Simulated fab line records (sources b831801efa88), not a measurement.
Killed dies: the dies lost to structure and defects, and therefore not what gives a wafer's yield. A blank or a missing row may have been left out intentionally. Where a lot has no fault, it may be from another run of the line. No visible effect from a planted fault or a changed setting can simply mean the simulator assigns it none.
Split-lot study | flow gf180mcu | on a route of 602 steps: 5 lots, 23 wafers read

== ON THE SPLIT ==
At GF_M4_SPUTTER_01 (material TiN, target thk 30 nm, time 25 s), the setting power-w was moved away from the recipe's 6500 W on 8 of the 23 wafers read, by -4.4% to +7.1%. This setting was run at the recipe's value on the other wafers.

The reading comes from the split's own step.

== THE READING ==
TiN_of_M4_SPUTTER_01.thk-nm (the simulator's own value, which no gauge read), in nm, at GF_M4_SPUTTER_01 (material TiN, target thk 30 nm, time 25 s). The file gives no usual value for it. Here, 15 wafers ran the recipe; their average is 29.77 nm with a standard deviation of 0.22 nm.

wafer  | tool, chamber at the split | power-w as run, W | against the recipe | TiN_of_M4_SPUTTER_01.thk-nm, nm | against lot-mates on the recipe
L077.1 | pvd-sputter-01, -          | 6500              | recipe             | 29.5                            | -
L077.3 | pvd-sputter-01, -          | 6214              | -4.4%              | 28.39                           | -1.27
L077.4 | pvd-sputter-01, -          | 6500              | recipe             | 29.95                           | -
L077.5 | pvd-sputter-01, -          | 6214              | -4.4%              | 28.45                           | -1.21
L077.6 | pvd-sputter-01, -          | 6500              | recipe             | 29.53                           | -
L078.1 | pvd-sputter-04, -          | 6500              | recipe             | 29.67                           | -
L078.3 | pvd-sputter-04, -          | 6500              | recipe             | 29.54                           | -
L078.4 | pvd-sputter-04, -          | 6500              | recipe             | 29.56                           | -
L078.5 | pvd-sputter-04, -          | 6500              | recipe             | 29.71                           | -
L078.6 | pvd-sputter-04, -          | 6500              | recipe             | 29.6                            | -
L080.2 | pvd-sputter-01, -          | 6500              | recipe             | 30.1                            | -
L080.3 | pvd-sputter-01, -          | 6500              | recipe             | 29.89                           | -
L080.4 | pvd-sputter-01, -          | 6500              | recipe             | 30.17                           | -
L082.1 | pvd-sputter-03, -          | 6920              | +6.5%              | 31.9                            | +1.93
L082.2 | pvd-sputter-03, -          | 6920              | +6.5%              | 32.03                           | +2.06
L082.3 | pvd-sputter-03, -          | 6500              | recipe             | 29.88                           | -
L082.4 | pvd-sputter-03, -          | 6500              | recipe             | 30.06                           | -
L082.6 | pvd-sputter-03, -          | 6920              | +6.5%              | 32.02                           | +2.05
L083.1 | pvd-sputter-04, -          | 6962              | +7.1%              | 32.35                           | +2.65
L083.2 | pvd-sputter-04, -          | 6500              | recipe             | 29.64                           | -
L083.3 | pvd-sputter-04, -          | 6500              | recipe             | 29.76                           | -
L083.4 | pvd-sputter-04, -          | 6962              | +7.1%              | 31.84                           | +2.14
L083.5 | pvd-sputter-04, -          | 6962              | +7.1%              | 31.83                           | +2.13

THE FIT
A straight line over all 23 wafers: TiN_of_M4_SPUTTER_01.thk-nm changes by +0.323 nm for each +1% of power-w; r = +0.98; the points scatter about the line by 0.21 nm.
The same after taking each lot's own level away (the mean of its wafers on the recipe; 23 wafers): +0.312 nm for each +1%; r = +0.99; scatter 0.15 nm.
According to that fit, moving power-w by its largest amount changes the reading by 2.2 nm.
From 29.616 to 30.053 nm: that is the span of the lots' own levels, equal to 2.0 times the standard deviation above.
Consequently the slope shifts little with the lot-to-lot level, the two slopes agreeing.
Check: for one of the wafers moved furthest among these (+7.1%), held out of the fit, the line's prediction against its lot-mates is +2.16 nm. It came out at +2.65 nm against them.

== THESE WAFERS: OTHER SPLITS ==
Before the reading, these wafers also passed through other splits. Each is held against what the fit with the lots' levels taken away leaves over:
other split on the same wafers  | wafers away from the commonest value | r with TiN_of_M4_SPUTTER_01.thk-nm (lot level and that fit taken away)
GF_HV_LDD_IMPLANT_48 energy-kev | 6                                    | -0.03
GF_M1_COAT_09 resist-thk-nm     | 6                                    | +0.14
GF_M1_SOFTBAKE_10 time-s        | 9                                    | +0.12
GF_M2_SPUTTER_01 power-w        | 9                                    | -0.04
GF_V2_EXPOSE_11 dose-mj         | 7                                    | +0.30
GF_V2_PEB_12 peb-temp-c         | 10                                   | +0.06
GF_V3_CVD_23 pressure-torr      | 5                                    | +0.11

== FILE'S OWN FIT ==
TiN_of_M4_SPUTTER_01.thk-nm changes by +0.312 nm for each +1% of power-w, r = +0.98.
